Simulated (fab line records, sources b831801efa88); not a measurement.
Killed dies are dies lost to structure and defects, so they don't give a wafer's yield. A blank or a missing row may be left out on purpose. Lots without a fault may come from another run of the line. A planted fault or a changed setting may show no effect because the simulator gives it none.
Which tool did it? | flow sky130 | 12 lots, 36 wafers sampled, at 3 steps of a route of 708

WHAT THE GAUGES READ, wafer by wafer
SKY_VT_ADJUST_HVTR_TW_MEAS_11. Usual: VT_ADJUST_HVTR_TW 214.2, standard deviation 2.1.
lot  | measured     | on            | VT_ADJUST_HVTR_TW | flag
L493 | day 10 05:49 | film_metro-04 | 216.4 217.3 216.0 |
L495 | day 10 08:16 | film_metro-03 | 211.9 212.9 211.9 |
L494 | day 10 10:10 | film_metro-04 | 216.2 218.1 216.7 |
L496 | day 10 21:04 | film_metro-02 | 210.8 211.2 210.4 |
L497 | day 11 00:22 | film_metro-03 | 212.5 214.0 213.7 |
L498 | day 11 07:31 | film_metro-04 | 214.1 214.5 215.3 |
L499 | day 11 16:25 | film_metro-02 | 210.8 211.2 211.3 |
L502 | day 12 18:38 | film_metro-04 | 216.5 214.6 216.6 |
L504 | day 13 05:46 | film_metro-02 | 211.5 211.3 211.4 |
L508 | day 15 00:33 | film_metro-04 | 216.5 216.6 217.3 |
L507 | day 15 01:00 | film_metro-04 | 215.9 215.4 217.0 |
L509 | day 15 12:24 | film_metro-04 | 216.6 216.1 216.2 |

SKY_SONOS_TUNNEL_OVL_MEAS_08. Usual: SONOS_TUNNEL_OVL 0.5 nm, standard deviation 1.1.
lot  | measured     | on         | SONOS_TUNNEL_OVL (nm) | flag
L493 | day 12 04:59 | overlay-01 | 0.2 0.1 0.1           |
L495 | day 12 08:08 | overlay-02 | 3.8 2.6 2.1           |
L494 | day 12 09:53 | overlay-01 | 0.5 1.3 0.2           |
L496 | day 12 20:59 | overlay-02 | -1.7 -1.6 0.4         |
L497 | day 13 01:44 | overlay-01 | 0.3 -0.2 -0.3         |
L498 | day 13 09:59 | overlay-02 | 0.4 -1.3 -0.5         |
L499 | day 13 17:17 | overlay-02 | 0.6 -1.4 0.8          |
L502 | day 14 22:29 | overlay-02 | 2.3 0.7 1.0           |
L504 | day 15 09:17 | overlay-02 | 0.9 0.2 -0.8          |
L508 | day 17 06:47 | overlay-02 | -1.8 -1.9 -2.3        |
L507 | day 17 08:20 | overlay-01 | 0.8 0.3 0.1           |
L509 | day 17 21:29 | overlay-01 | 0.6 0.2 -0.2          |

SKY_SONOS_ONO_OVL_MEAS_14. Usual: SONOS_ONO_OVL -1.0 nm, standard deviation 1.
lot  | measured     | on         | SONOS_ONO_OVL (nm) | flag
L493 | day 13 11:31 | overlay-02 | -1.7 -1.4 -2.7     |
L495 | day 13 15:41 | overlay-02 | -2.3 -0.9 -0.8     |
L494 | day 13 16:59 | overlay-01 | -0.4 0.3 -1.0      |
L496 | day 14 04:16 | overlay-02 | -2.7 0.5 -0.9      |
L497 | day 14 11:07 | overlay-02 | -0.1 -1.2 -1.7     |
L498 | day 14 17:16 | overlay-02 | -0.5 -0.4 -0.4     |
L499 | day 15 02:28 | overlay-02 | -3.0 -2.5 -4.1     |
L502 | day 16 06:50 | overlay-01 | -1.1 -0.5 -1.4     |
L504 | day 16 19:10 | overlay-01 | -2.3 -3.4 -1.4     |
L508 | day 18 17:37 | overlay-01 | -0.2 0.1 -0.6      |
L507 | day 18 18:38 | overlay-02 | -0.2 -1.3 -1.1     |
L509 | day 19 08:58 | overlay-01 | -2.2 -0.5 -1.8     |

WHICH TOOL RAN EACH LOT (tool, then ch and the chambers of the sampled wafers, then the start)
The record holds no process step before these readings.

WHAT THE TOOLS THEMSELVES READ (means of the sampled wafers that have a number; where no wafer has one, the mark that the record gives instead)
The record holds no such reading with a usual standard deviation.

THE ANSWER, worked out from the rows above alone
Rule: a lot is off if the mean of its wafers that have a number lies more than 3 standard deviations from the usual mean. A lot without any number at a reading at which 4 lots or more have one is off too. The other lots that the step has rows for count as sound. The gauges are gone through in route order, then the tools' own readings, and for those a lot's mean is taken as printed above. The first step at which some lot is off is used, and at that step the reading that is off furthest; a lot without a number counts as furthest.
No lot is off at any reading shown: from this, nothing can be told.

WHAT THE SIMULATOR HAD PUT IN
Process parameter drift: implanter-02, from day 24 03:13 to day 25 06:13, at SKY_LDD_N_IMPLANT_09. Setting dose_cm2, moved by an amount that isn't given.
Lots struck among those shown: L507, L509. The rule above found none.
